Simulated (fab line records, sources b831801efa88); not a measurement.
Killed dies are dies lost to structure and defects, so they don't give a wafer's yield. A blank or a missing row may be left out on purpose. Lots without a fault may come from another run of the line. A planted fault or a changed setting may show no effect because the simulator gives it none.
Which tool did it? | flow gf180mcu | 6 lots, 18 wafers sampled, at 3 steps of a route of 602

WHAT THE GAUGES READ, wafer by wafer
GF_PASSIVATION_THK_MEAS_03.
lot  | measured     | on            | PASSIVATION_CVD_02_THK (nm)
L304 | day 28 09:50 | film_metro-01 | 700 714 718
L314 | day 31 12:54 | film_metro-03 | 703 693 702
L317 | day 32 05:58 | film_metro-03 | 704 710 698
L321 | day 33 04:37 | film_metro-03 | 689 691 693
L323 | day 33 15:22 | film_metro-01 | 684 690 687
L325 | day 34 00:45 | film_metro-01 | 688 691 697

WHICH TOOL RAN EACH LOT (tool, then ch and the chambers of the sampled wafers, then the start)
lot  | GF_DUAL_GATE_EXPOSE_08              | GF_TOP_METAL_SPUTTER_03
L304 | iline_stepper-01 ch 0, day 8 08:05  | pvd_sputter-04, day 27 13:17
L314 | iline_stepper-02 ch 0, day 11 05:56 | pvd_sputter-04, day 30 17:52
L317 | iline_stepper-02 ch 0, day 11 22:43 | pvd_sputter-02, day 31 11:30
L321 | iline_stepper-02 ch 0, day 13 02:02 | pvd_sputter-03, day 32 11:22
L323 | iline_stepper-02 ch 0, day 13 18:58 | pvd_sputter-02, day 32 22:22
L325 | iline_stepper-02 ch 0, day 14 06:04 | pvd_sputter-04, day 33 08:08
- GF_DUAL_GATE_EXPOSE_08: exposes mask Dualgate, target cd 700 nm.
- GF_TOP_METAL_SPUTTER_03: material Ti, target thk 5 nm, time 3.3 s.

THE ANSWER, worked out from the rows above alone
Rule: what is usual is taken from the lots themselves. Put in order of their means at a reading, lots are off if they are a third of the lots or fewer, leave a main group of 4 or more, and stand apart from it by a gap of 3 or more times the standard deviation of the main group's means; of several such gaps the widest counts. A main group whose means are all the same, to the digits that the tables above print for the reading, isn't used. A lot without any number at a reading at which 4 lots or more have one is off too. The other lots that the step has rows for count as sound.
No lot is off at any reading shown: from this, nothing can be told.

WHAT THE SIMULATOR HAD PUT IN
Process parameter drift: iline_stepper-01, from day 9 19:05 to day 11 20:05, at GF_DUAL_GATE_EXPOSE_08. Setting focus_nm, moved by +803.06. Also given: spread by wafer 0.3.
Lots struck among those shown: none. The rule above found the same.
